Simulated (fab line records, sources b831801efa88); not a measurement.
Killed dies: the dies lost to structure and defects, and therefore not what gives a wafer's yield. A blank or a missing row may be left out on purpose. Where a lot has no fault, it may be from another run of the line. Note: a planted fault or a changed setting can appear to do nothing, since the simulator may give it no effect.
The tool behind it: which one? || flow sky130 || 24 lots with 72 wafers sampled at 5 steps, on a route of 708 steps

WHAT THE GAUGES READ, wafer by wafer
SKY_VIA2_OVL_MEAS_13. Usual: VIA2_OVL gives 1 nm (standard deviation 7.3).
{"lot": "L074", "measured": "day 36 12:46", "on": "overlay-02", "VIA2_OVL (nm)": "-10 13 12", "flag": ""}
{"lot": "L075", "measured": "day 36 17:37", "on": "overlay-01", "VIA2_OVL (nm)": "-1 -9 -5", "flag": ""}
{"lot": "L076", "measured": "day 36 23:04", "on": "overlay-01", "VIA2_OVL (nm)": "-2 10 4", "flag": ""}
{"lot": "L077", "measured": "day 37 04:16", "on": "overlay-02", "VIA2_OVL (nm)": "-6 -3 2", "flag": ""}
{"lot": "L078", "measured": "day 37 13:40", "on": "overlay-02", "VIA2_OVL (nm)": "-9 1 -10", "flag": ""}
{"lot": "L079", "measured": "day 37 21:31", "on": "overlay-02", "VIA2_OVL (nm)": "10 -1 0", "flag": ""}
{"lot": "L080", "measured": "day 38 05:55", "on": "overlay-02", "VIA2_OVL (nm)": "-4 8 -10", "flag": ""}
{"lot": "L081", "measured": "day 39 01:13", "on": "overlay-01", "VIA2_OVL (nm)": "-6 0 -7", "flag": ""}
{"lot": "L082", "measured": "day 39 02:37", "on": "overlay-02", "VIA2_OVL (nm)": "0 -2 -8", "flag": ""}
{"lot": "L083", "measured": "day 39 03:10", "on": "overlay-01", "VIA2_OVL (nm)": "6 -2 1", "flag": ""}
{"lot": "L084", "measured": "day 39 06:34", "on": "overlay-01", "VIA2_OVL (nm)": "1 13 2", "flag": ""}
{"lot": "L085", "measured": "day 39 15:48", "on": "overlay-01", "VIA2_OVL (nm)": "11 -2 7", "flag": ""}
{"lot": "L086", "measured": "day 39 23:37", "on": "overlay-01", "VIA2_OVL (nm)": "11 5 -6", "flag": ""}
{"lot": "L087", "measured": "day 40 12:51", "on": "overlay-01", "VIA2_OVL (nm)": "-1 4 -1", "flag": ""}
{"lot": "L088", "measured": "day 40 13:33", "on": "overlay-02", "VIA2_OVL (nm)": "-4 -6 -4", "flag": ""}
{"lot": "L089", "measured": "day 40 21:42", "on": "overlay-02", "VIA2_OVL (nm)": "-1 -9 -9", "flag": ""}
{"lot": "L090", "measured": "day 41 01:57", "on": "overlay-01", "VIA2_OVL (nm)": "8 4 7", "flag": ""}
{"lot": "L091", "measured": "day 41 12:39", "on": "overlay-01", "VIA2_OVL (nm)": "-2 13 -3", "flag": ""}
{"lot": "L092", "measured": "day 41 18:40", "on": "overlay-01", "VIA2_OVL (nm)": "7 -13 -8", "flag": ""}
{"lot": "L093", "measured": "day 41 21:01", "on": "overlay-02", "VIA2_OVL (nm)": "0 14 9", "flag": ""}
{"lot": "L094", "measured": "day 42 05:10", "on": "overlay-01", "VIA2_OVL (nm)": "-4 -12 2", "flag": ""}
{"lot": "L095", "measured": "day 42 13:54", "on": "overlay-01", "VIA2_OVL (nm)": "8 8 -2", "flag": ""}
{"lot": "L096", "measured": "day 42 17:52", "on": "overlay-02", "VIA2_OVL (nm)": "4 -6 -11", "flag": ""}
{"lot": "L097", "measured": "day 43 00:58", "on": "overlay-02", "VIA2_OVL (nm)": "10 14 7", "flag": ""}

SKY_VIA4_THK_MEAS_01. Usual: VIA4_HDPCVD_THK gives 1750 nm (standard deviation 16).
{"lot": "L074", "measured": "day 42 01:19", "on": "film_metro-03", "VIA4_HDPCVD_THK (nm)": "1756 1747 1738", "flag": ""}
{"lot": "L075", "measured": "day 42 05:46", "on": "film_metro-01", "VIA4_HDPCVD_THK (nm)": "1740 1777 1743", "flag": ""}
{"lot": "L076", "measured": "day 42 09:30", "on": "film_metro-03", "VIA4_HDPCVD_THK (nm)": "1720 1743 1727", "flag": ""}
{"lot": "L077", "measured": "day 42 14:59", "on": "film_metro-03", "VIA4_HDPCVD_THK (nm)": "1740 1750 1758", "flag": ""}
{"lot": "L078", "measured": "day 42 23:16", "on": "film_metro-03", "VIA4_HDPCVD_THK (nm)": "1747 1743 1781", "flag": ""}
{"lot": "L079", "measured": "day 43 06:04", "on": "film_metro-03", "VIA4_HDPCVD_THK (nm)": "1754 1746 1770", "flag": ""}
{"lot": "L080", "measured": "day 43 12:46", "on": "film_metro-03", "VIA4_HDPCVD_THK (nm)": "1732 1755 1756", "flag": ""}
{"lot": "L081", "measured": "day 44 07:45", "on": "film_metro-03", "VIA4_HDPCVD_THK (nm)": "1760 1730 1719", "flag": ""}
{"lot": "L082", "measured": "day 44 08:37", "on": "film_metro-03", "VIA4_HDPCVD_THK (nm)": "1732 1734 1708", "flag": ""}
{"lot": "L083", "measured": "day 44 08:38", "on": "film_metro-04", "VIA4_HDPCVD_THK (nm)": "1750 1737 1746", "flag": ""}
{"lot": "L084", "measured": "day 44 10:56", "on": "film_metro-01", "VIA4_HDPCVD_THK (nm)": "1745 1754 1771", "flag": ""}
{"lot": "L085", "measured": "day 44 21:23", "on": "film_metro-03", "VIA4_HDPCVD_THK (nm)": "1778 1766 1770", "flag": ""}
{"lot": "L086", "measured": "day 45 04:04", "on": "film_metro-04", "VIA4_HDPCVD_THK (nm)": "1766 1744 1755", "flag": ""}
{"lot": "L087", "measured": "day 45 15:46", "on": "film_metro-04", "VIA4_HDPCVD_THK (nm)": "1750 1773 1756", "flag": ""}
{"lot": "L088", "measured": "day 45 15:51", "on": "film_metro-04", "VIA4_HDPCVD_THK (nm)": "1749 1750 1734", "flag": ""}
{"lot": "L089", "measured": "day 46 00:06", "on": "film_metro-01", "VIA4_HDPCVD_THK (nm)": "1724 1752 1719", "flag": ""}
{"lot": "L090", "measured": "day 46 02:50", "on": "film_metro-01", "VIA4_HDPCVD_THK (nm)": "1753 1753 1750", "flag": ""}
{"lot": "L091", "measured": "day 46 11:24", "on": "film_metro-01", "VIA4_HDPCVD_THK (nm)": "1774 1783 1760", "flag": ""}
{"lot": "L092", "measured": "day 46 17:32", "on": "film_metro-03", "VIA4_HDPCVD_THK (nm)": "1748 1720 1749", "flag": ""}
{"lot": "L093", "measured": "day 46 18:27", "on": "film_metro-03", "VIA4_HDPCVD_THK (nm)": "1731 1763 1776", "flag": ""}
{"lot": "L094", "measured": "day 47 00:52", "on": "film_metro-04", "VIA4_HDPCVD_THK (nm)": "1717 1739 1725", "flag": ""}
{"lot": "L095", "measured": "day 47 09:16", "on": "film_metro-01", "VIA4_HDPCVD_THK (nm)": "1736 1764 1738", "flag": ""}
{"lot": "L096", "measured": "day 47 14:13", "on": "film_metro-03", "VIA4_HDPCVD_THK (nm)": "1768 1773 1779", "flag": ""}
{"lot": "L097", "measured": "day 47 18:31", "on": "film_metro-03", "VIA4_HDPCVD_THK (nm)": "1747 1764 1763", "flag": ""}

TOOL THAT RAN EACH LOT (tool first, then ch and the chambers of the sampled wafers, then the start)
{"lot": "L074", "SKY_VIA2_ETCH_14": "rie_diel-04 ch 0,1,2, day 36 12:47", "SKY_METAL3_SPUTTER_02": "pvd_sputter-03, day 36 14:13", "SKY_VIA3_CVD_21": "cvd_w-01 ch 0,1, day 39 22:23"}
{"lot": "L075", "SKY_VIA2_ETCH_14": "rie_diel-04 ch 0,2,3, day 36 17:39", "SKY_METAL3_SPUTTER_02": "pvd_sputter-04, day 36 19:13", "SKY_VIA3_CVD_21": "cvd_w-01 ch 0,1, day 40 02:58"}
{"lot": "L076", "SKY_VIA2_ETCH_14": "rie_diel-03 ch 0,3, day 36 23:05", "SKY_METAL3_SPUTTER_02": "pvd_sputter-04, day 37 00:31", "SKY_VIA3_CVD_21": "cvd_w-02 ch 0,1, day 40 07:22"}
{"lot": "L077", "SKY_VIA2_ETCH_14": "rie_diel-01 ch 0,2,3, day 37 04:18", "SKY_METAL3_SPUTTER_02": "pvd_sputter-03, day 37 05:47", "SKY_VIA3_CVD_21": "cvd_w-02 ch 0,1, day 40 12:22"}
{"lot": "L078", "SKY_VIA2_ETCH_14": "rie_diel-03 ch 0,1,2, day 37 13:42", "SKY_METAL3_SPUTTER_02": "pvd_sputter-03, day 37 15:15", "SKY_VIA3_CVD_21": "cvd_w-02 ch 0,1, day 40 21:19"}
{"lot": "L079", "SKY_VIA2_ETCH_14": "rie_diel-01 ch 2,3, day 37 21:32", "SKY_METAL3_SPUTTER_02": "pvd_sputter-01, day 37 22:57", "SKY_VIA3_CVD_21": "cvd_w-02 ch 0,1, day 41 04:04"}
{"lot": "L080", "SKY_VIA2_ETCH_14": "rie_diel-03 ch 0,1, day 38 05:57", "SKY_METAL3_SPUTTER_02": "pvd_sputter-01, day 38 07:22", "SKY_VIA3_CVD_21": "cvd_w-02 ch 0,1, day 41 11:44"}
{"lot": "L081", "SKY_VIA2_ETCH_14": "rie_diel-03 ch 0,3, day 39 01:15", "SKY_METAL3_SPUTTER_02": "pvd_sputter-04, day 39 02:49", "SKY_VIA3_CVD_21": "cvd_w-02 ch 0,1, day 42 06:54"}
{"lot": "L082", "SKY_VIA2_ETCH_14": "rie_diel-03 ch 0,2, day 39 02:39", "SKY_METAL3_SPUTTER_02": "pvd_sputter-01, day 39 04:15", "SKY_VIA3_CVD_21": "cvd_w-02 ch 0,1, day 42 07:17"}
{"lot": "L083", "SKY_VIA2_ETCH_14": "rie_diel-04 ch 1,3, day 39 03:12", "SKY_METAL3_SPUTTER_02": "pvd_sputter-04, day 39 04:49", "SKY_VIA3_CVD_21": "cvd_w-02 ch 1, day 42 08:19"}
{"lot": "L084", "SKY_VIA2_ETCH_14": "rie_diel-03 ch 1,2, day 39 06:36", "SKY_METAL3_SPUTTER_02": "pvd_sputter-01, day 39 08:02", "SKY_VIA3_CVD_21": "cvd_w-02 ch 0,1, day 42 11:13"}
{"lot": "L085", "SKY_VIA2_ETCH_14": "rie_diel-04 ch 0,2, day 39 15:50", "SKY_METAL3_SPUTTER_02": "pvd_sputter-01, day 39 17:15", "SKY_VIA3_CVD_21": "cvd_w-02 ch 0,1, day 42 20:41"}
{"lot": "L086", "SKY_VIA2_ETCH_14": "rie_diel-01 ch 0,2,3, day 39 23:39", "SKY_METAL3_SPUTTER_02": "pvd_sputter-03, day 40 01:05", "SKY_VIA3_CVD_21": "cvd_w-02 ch 0,1, day 43 03:54"}
{"lot": "L087", "SKY_VIA2_ETCH_14": "rie_diel-04 ch 0,1,2, day 40 12:53", "SKY_METAL3_SPUTTER_02": "pvd_sputter-01, day 40 14:18", "SKY_VIA3_CVD_21": "cvd_w-02 ch 0,1, day 43 16:09"}
{"lot": "L088", "SKY_VIA2_ETCH_14": "rie_diel-01 ch 1,2, day 40 13:35", "SKY_METAL3_SPUTTER_02": "pvd_sputter-04, day 40 15:02", "SKY_VIA3_CVD_21": "cvd_w-01 ch 0,1, day 43 16:21"}
{"lot": "L089", "SKY_VIA2_ETCH_14": "rie_diel-04 ch 0,2,3, day 40 21:44", "SKY_METAL3_SPUTTER_02": "pvd_sputter-04, day 40 23:10", "SKY_VIA3_CVD_21": "cvd_w-01 ch 0,1, day 44 00:49"}
{"lot": "L090", "SKY_VIA2_ETCH_14": "rie_diel-01 ch 0,3, day 41 01:59", "SKY_METAL3_SPUTTER_02": "pvd_sputter-03, day 41 03:28", "SKY_VIA3_CVD_21": "cvd_w-02 ch 0,1, day 44 04:34"}
{"lot": "L091", "SKY_VIA2_ETCH_14": "rie_diel-03 ch 0,1,3, day 41 12:41", "SKY_METAL3_SPUTTER_02": "pvd_sputter-03, day 41 14:09", "SKY_VIA3_CVD_21": "cvd_w-01 ch 0,1, day 44 13:49"}
{"lot": "L092", "SKY_VIA2_ETCH_14": "rie_diel-03 ch 1,3, day 41 18:42", "SKY_METAL3_SPUTTER_02": "pvd_sputter-04, day 41 20:07", "SKY_VIA3_CVD_21": "cvd_w-01 ch 0,1, day 44 20:55"}
{"lot": "L093", "SKY_VIA2_ETCH_14": "rie_diel-01 ch 0,1,2, day 41 21:03", "SKY_METAL3_SPUTTER_02": "pvd_sputter-01, day 41 22:29", "SKY_VIA3_CVD_21": "cvd_w-02 ch 0,1, day 44 22:17"}
{"lot": "L094", "SKY_VIA2_ETCH_14": "rie_diel-01 ch 1,2,3, day 42 05:12", "SKY_METAL3_SPUTTER_02": "pvd_sputter-04, day 42 06:39", "SKY_VIA3_CVD_21": "cvd_w-02 ch 0,1, day 45 04:51"}
{"lot": "L095", "SKY_VIA2_ETCH_14": "rie_diel-04 ch 0,2, day 42 13:56", "SKY_METAL3_SPUTTER_02": "pvd_sputter-01, day 42 15:22", "SKY_VIA3_CVD_21": "cvd_w-02 ch 0,1, day 45 13:26"}
{"lot": "L096", "SKY_VIA2_ETCH_14": "rie_diel-01 ch 0,2, day 42 17:53", "SKY_METAL3_SPUTTER_02": "pvd_sputter-01, day 42 19:20", "SKY_VIA3_CVD_21": "cvd_w-01 ch 0,1, day 45 19:48"}
{"lot": "L097", "SKY_VIA2_ETCH_14": "rie_diel-03 ch 1,2, day 43 01:00", "SKY_METAL3_SPUTTER_02": "pvd_sputter-01, day 43 02:25", "SKY_VIA3_CVD_21": "cvd_w-02 ch 0,1, day 46 00:56"}
- SKY_VIA2_ETCH_14: etches BARC in N2/H2, stops on SiO2, time 45.9 s, target depth 60 nm.
- SKY_METAL3_SPUTTER_02: material AlCu, target thk 735 nm, time 39.1 s.
- SKY_VIA3_CVD_21: deposits W, target thk 390 nm, time 117.31 s.

WHAT THE TOOLS THEMSELVES READ (means of the sampled wafers that have a number; where no wafer has one, the mark that the record gives instead)
SKY_VIA2_ETCH_14. Usual: drypump_motor_current_A 5.7 A, standard deviation 0.47; oes_product_au 0.855 a.u., standard deviation 0.0048; throttle_valve_pct 13.225 %, standard deviation 0.0085.
{"lot": "L074", "tool": "rie_diel-04", "drypump_motor_current_A (A)": 5.2, "oes_product_au (a.u.)": 0.857, "throttle_valve_pct (%)": 13.223, "flag": ""}
{"lot": "L075", "tool": "rie_diel-04", "drypump_motor_current_A (A)": 5.3, "oes_product_au (a.u.)": 0.856, "throttle_valve_pct (%)": 13.232, "flag": ""}
{"lot": "L076", "tool": "rie_diel-03", "drypump_motor_current_A (A)": 6.3, "oes_product_au (a.u.)": 0.859, "throttle_valve_pct (%)": 13.220, "flag": ""}
{"lot": "L077", "tool": "rie_diel-01", "drypump_motor_current_A (A)": 5.9, "oes_product_au (a.u.)": 0.853, "throttle_valve_pct (%)": 13.228, "flag": ""}
{"lot": "L078", "tool": "rie_diel-03", "drypump_motor_current_A (A)": 6.3, "oes_product_au (a.u.)": 0.857, "throttle_valve_pct (%)": 13.224, "flag": ""}
{"lot": "L079", "tool": "rie_diel-01", "drypump_motor_current_A (A)": 6.0, "oes_product_au (a.u.)": 0.857, "throttle_valve_pct (%)": 13.222, "flag": ""}
{"lot": "L080", "tool": "rie_diel-03", "drypump_motor_current_A (A)": 6.4, "oes_product_au (a.u.)": 0.858, "throttle_valve_pct (%)": 13.221, "flag": ""}
{"lot": "L081", "tool": "rie_diel-03", "drypump_motor_current_A (A)": 6.3, "oes_product_au (a.u.)": 0.853, "throttle_valve_pct (%)": 13.227, "flag": ""}
{"lot": "L082", "tool": "rie_diel-03", "drypump_motor_current_A (A)": 6.4, "oes_product_au (a.u.)": 0.851, "throttle_valve_pct (%)": 13.226, "flag": ""}
{"lot": "L083", "tool": "rie_diel-04", "drypump_motor_current_A (A)": 5.2, "oes_product_au (a.u.)": 0.853, "throttle_valve_pct (%)": 13.218, "flag": ""}
{"lot": "L084", "tool": "rie_diel-03", "drypump_motor_current_A (A)": 6.1, "oes_product_au (a.u.)": 0.857, "throttle_valve_pct (%)": 13.225, "flag": ""}
{"lot": "L085", "tool": "rie_diel-04", "drypump_motor_current_A (A)": 5.3, "oes_product_au (a.u.)": 0.862, "throttle_valve_pct (%)": 13.227, "flag": ""}
{"lot": "L086", "tool": "rie_diel-01", "drypump_motor_current_A (A)": 5.9, "oes_product_au (a.u.)": 0.852, "throttle_valve_pct (%)": 13.231, "flag": ""}
{"lot": "L087", "tool": "rie_diel-04", "drypump_motor_current_A (A)": 5.2, "oes_product_au (a.u.)": 0.858, "throttle_valve_pct (%)": 13.227, "flag": ""}
{"lot": "L088", "tool": "rie_diel-01", "drypump_motor_current_A (A)": 5.8, "oes_product_au (a.u.)": 0.857, "throttle_valve_pct (%)": 13.227, "flag": ""}
{"lot": "L089", "tool": "rie_diel-04", "drypump_motor_current_A (A)": 5.3, "oes_product_au (a.u.)": 0.853, "throttle_valve_pct (%)": 13.229, "flag": ""}
{"lot": "L090", "tool": "rie_diel-01", "drypump_motor_current_A (A)": 5.8, "oes_product_au (a.u.)": 0.858, "throttle_valve_pct (%)": 13.219, "flag": ""}
{"lot": "L091", "tool": "rie_diel-03", "drypump_motor_current_A (A)": 6.2, "oes_product_au (a.u.)": 0.855, "throttle_valve_pct (%)": 13.223, "flag": ""}
{"lot": "L092", "tool": "rie_diel-03", "drypump_motor_current_A (A)": 5.9, "oes_product_au (a.u.)": 0.855, "throttle_valve_pct (%)": 13.231, "flag": ""}
{"lot": "L093", "tool": "rie_diel-01", "drypump_motor_current_A (A)": 5.7, "oes_product_au (a.u.)": 0.856, "throttle_valve_pct (%)": 13.222, "flag": ""}
{"lot": "L094", "tool": "rie_diel-01", "drypump_motor_current_A (A)": 5.8, "oes_product_au (a.u.)": 0.859, "throttle_valve_pct (%)": 13.220, "flag": ""}
{"lot": "L095", "tool": "rie_diel-04", "drypump_motor_current_A (A)": 5.3, "oes_product_au (a.u.)": 0.857, "throttle_valve_pct (%)": 13.222, "flag": ""}
{"lot": "L096", "tool": "rie_diel-01", "drypump_motor_current_A (A)": 5.9, "oes_product_au (a.u.)": 0.855, "throttle_valve_pct (%)": 13.233, "flag": ""}
{"lot": "L097", "tool": "rie_diel-03", "drypump_motor_current_A (A)": 6.2, "oes_product_au (a.u.)": 0.858, "throttle_valve_pct (%)": 13.231, "flag": ""}

SKY_METAL3_SPUTTER_02. Usual: chamber_pressure_pa 0.4000 Pa, standard deviation 0.00083; throttle_valve_pct 29.6 %, standard deviation 0.71.
{"lot": "L074", "tool": "pvd_sputter-03", "chamber_pressure_pa (Pa)": 0.4002, "throttle_valve_pct (%)": 29.7, "flag": ""}
{"lot": "L075", "tool": "pvd_sputter-04", "chamber_pressure_pa (Pa)": 0.4005, "throttle_valve_pct (%)": 30.1, "flag": ""}
{"lot": "L076", "tool": "pvd_sputter-04", "chamber_pressure_pa (Pa)": 0.3999, "throttle_valve_pct (%)": 29.6, "flag": ""}
{"lot": "L077", "tool": "pvd_sputter-03", "chamber_pressure_pa (Pa)": 0.4007, "throttle_valve_pct (%)": 29.2, "flag": ""}
{"lot": "L078", "tool": "pvd_sputter-03", "chamber_pressure_pa (Pa)": 0.3999, "throttle_valve_pct (%)": 29.3, "flag": ""}
{"lot": "L079", "tool": "pvd_sputter-01", "chamber_pressure_pa (Pa)": 0.3997, "throttle_valve_pct (%)": 29.7, "flag": ""}
{"lot": "L080", "tool": "pvd_sputter-01", "chamber_pressure_pa (Pa)": 0.4003, "throttle_valve_pct (%)": 29.4, "flag": ""}
{"lot": "L081", "tool": "pvd_sputter-04", "chamber_pressure_pa (Pa)": 0.3996, "throttle_valve_pct (%)": 30.3, "flag": ""}
{"lot": "L082", "tool": "pvd_sputter-01", "chamber_pressure_pa (Pa)": 0.4007, "throttle_valve_pct (%)": 29.1, "flag": ""}
{"lot": "L083", "tool": "pvd_sputter-04", "chamber_pressure_pa (Pa)": 0.4009, "throttle_valve_pct (%)": 29.7, "flag": ""}
{"lot": "L084", "tool": "pvd_sputter-01", "chamber_pressure_pa (Pa)": 0.3991, "throttle_valve_pct (%)": 29.2, "flag": ""}
{"lot": "L085", "tool": "pvd_sputter-01", "chamber_pressure_pa (Pa)": 0.4007, "throttle_valve_pct (%)": 29.1, "flag": ""}
{"lot": "L086", "tool": "pvd_sputter-03", "chamber_pressure_pa (Pa)": 0.4004, "throttle_valve_pct (%)": 29.6, "flag": ""}
{"lot": "L087", "tool": "pvd_sputter-01", "chamber_pressure_pa (Pa)": 0.4003, "throttle_valve_pct (%)": 29.5, "flag": ""}
{"lot": "L088", "tool": "pvd_sputter-04", "chamber_pressure_pa (Pa)": 0.4007, "throttle_valve_pct (%)": 29.7, "flag": ""}
{"lot": "L089", "tool": "pvd_sputter-04", "chamber_pressure_pa (Pa)": 0.4005, "throttle_valve_pct (%)": 30.0, "flag": ""}
{"lot": "L090", "tool": "pvd_sputter-03", "chamber_pressure_pa (Pa)": 0.3995, "throttle_valve_pct (%)": 29.8, "flag": ""}
{"lot": "L091", "tool": "pvd_sputter-03", "chamber_pressure_pa (Pa)": 0.3988, "throttle_valve_pct (%)": 29.3, "flag": ""}
{"lot": "L092", "tool": "pvd_sputter-04", "chamber_pressure_pa (Pa)": 0.3996, "throttle_valve_pct (%)": 29.9, "flag": ""}
{"lot": "L093", "tool": "pvd_sputter-01", "chamber_pressure_pa (Pa)": 0.4001, "throttle_valve_pct (%)": 29.6, "flag": ""}
{"lot": "L094", "tool": "pvd_sputter-04", "chamber_pressure_pa (Pa)": 0.4003, "throttle_valve_pct (%)": 29.8, "flag": ""}
{"lot": "L095", "tool": "pvd_sputter-01", "chamber_pressure_pa (Pa)": 0.3996, "throttle_valve_pct (%)": 29.5, "flag": ""}
{"lot": "L096", "tool": "pvd_sputter-01", "chamber_pressure_pa (Pa)": 0.3993, "throttle_valve_pct (%)": 29.7, "flag": ""}
{"lot": "L097", "tool": "pvd_sputter-01", "chamber_pressure_pa (Pa)": 0.4014, "throttle_valve_pct (%)": 28.4, "flag": ""}

SKY_VIA3_CVD_21. Usual: 795 W for heater_power_w, sd 91.
{"lot": "L074", "tool": "cvd_w-01", "heater_power_w (W)": 885, "flag": ""}
{"lot": "L075", "tool": "cvd_w-01", "heater_power_w (W)": 877, "flag": ""}
{"lot": "L076", "tool": "cvd_w-02", "heater_power_w (W)": 725, "flag": ""}
{"lot": "L077", "tool": "cvd_w-02", "heater_power_w (W)": 769, "flag": ""}
{"lot": "L078", "tool": "cvd_w-02", "heater_power_w (W)": 772, "flag": ""}
{"lot": "L079", "tool": "cvd_w-02", "heater_power_w (W)": 768, "flag": ""}
{"lot": "L080", "tool": "cvd_w-02", "heater_power_w (W)": 713, "flag": ""}
{"lot": "L081", "tool": "cvd_w-02", "heater_power_w (W)": 744, "flag": ""}
{"lot": "L082", "tool": "cvd_w-02", "heater_power_w (W)": 778, "flag": ""}
{"lot": "L083", "tool": "cvd_w-02", "heater_power_w (W)": 811, "flag": ""}
{"lot": "L084", "tool": "cvd_w-02", "heater_power_w (W)": 741, "flag": ""}
{"lot": "L085", "tool": "cvd_w-02", "heater_power_w (W)": 735, "flag": ""}
{"lot": "L086", "tool": "cvd_w-02", "heater_power_w (W)": 741, "flag": ""}
{"lot": "L087", "tool": "cvd_w-02", "heater_power_w (W)": 731, "flag": ""}
{"lot": "L088", "tool": "cvd_w-01", "heater_power_w (W)": 924, "flag": ""}
{"lot": "L089", "tool": "cvd_w-01", "heater_power_w (W)": 882, "flag": ""}
{"lot": "L090", "tool": "cvd_w-02", "heater_power_w (W)": 773, "flag": ""}
{"lot": "L091", "tool": "cvd_w-01", "heater_power_w (W)": 925, "flag": ""}
{"lot": "L092", "tool": "cvd_w-01", "heater_power_w (W)": 881, "flag": ""}
{"lot": "L093", "tool": "cvd_w-02", "heater_power_w (W)": 733, "flag": ""}
{"lot": "L094", "tool": "cvd_w-02", "heater_power_w (W)": 720, "flag": ""}
{"lot": "L095", "tool": "cvd_w-02", "heater_power_w (W)": 745, "flag": ""}
{"lot": "L096", "tool": "cvd_w-01", "heater_power_w (W)": 924, "flag": ""}
{"lot": "L097", "tool": "cvd_w-02", "heater_power_w (W)": 734, "flag": ""}

THE ANSWER, worked out from the rows above alone
Rule: lot off if the mean of its wafers having a number is beyond 3 standard deviations from the usual mean. Also off: a lot with no number at a reading for which 4 or more lots have one. Where the step has rows for the other lots, those lots are counted as sound. First the gauges in route order, then the tools' own readings, where a lot's mean is used as printed above. The first step at which some lot is off is used, and at that step the reading that is off furthest; a lot without a number counts as furthest.
Nothing can be told from this: no lot is off at any reading shown.

WHAT THE SIMULATOR PUT IN
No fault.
